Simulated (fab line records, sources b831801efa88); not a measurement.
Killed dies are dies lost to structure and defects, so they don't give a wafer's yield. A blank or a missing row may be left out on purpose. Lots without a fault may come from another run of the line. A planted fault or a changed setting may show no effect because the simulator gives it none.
Chamber matching | flow sky130 | SKY_VIA1_HDPCVD_00 on hdpcvd-01: 3 sister chambers
The step deposits SiO2, target thk 1030 nm, time 171.7 s. 3 wafers are shown with their chamber, then 7 later ones without.

WAFERS WITH THEIR CHAMBER
wafer  | chamber | sih4_flow_sccm (sccm)
L955.1 | 0       | 59.69
L965.1 | 2       | 60.02
L965.2 | 1       | 60.07

WAFERS WITHOUT THEIR CHAMBER
wafer  | sih4_flow_sccm (sccm)
L965.4 | 59.94
L967.3 | 59.99
L967.5 | 60.21
L967.6 | 59.90
L973.1 | 59.64
L973.3 | 60.19
L973.6 | 60.00

WHICH CHAMBER EACH WENT THROUGH
wafer  | from the rows above          | in truth
L965.4 | can't be placed: 2 or 1 or 0 | 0
L967.3 | can't be placed: 2 or 1      | 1
L967.5 | can't be placed: 1 or 2      | 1
L967.6 | can't be placed: 2 or 1 or 0 | 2
L973.1 | 0                            | 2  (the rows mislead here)
L973.3 | can't be placed: 1 or 2      | 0
L973.6 | can't be placed: 2 or 1      | 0
Placed correctly: 0 of 7. Can't be placed from these rows: 6 (the true chamber is among the candidates in 4). Placed wrongly: 1.
How it was worked out, from the rows above alone: a wafer's distance from a chamber is the root of the sum, over the readings, of the square of ((its reading less the chamber's mean) divided by the reading's scatter). The wafer belongs to the nearest chamber; if the next one is less than 2 further off, it can't be placed. A chamber's mean is the mean of its shown wafers. The scatter: with one shown wafer a chamber, the root of the mean of the squares of how far each hidden wafer lies from its nearest shown one.
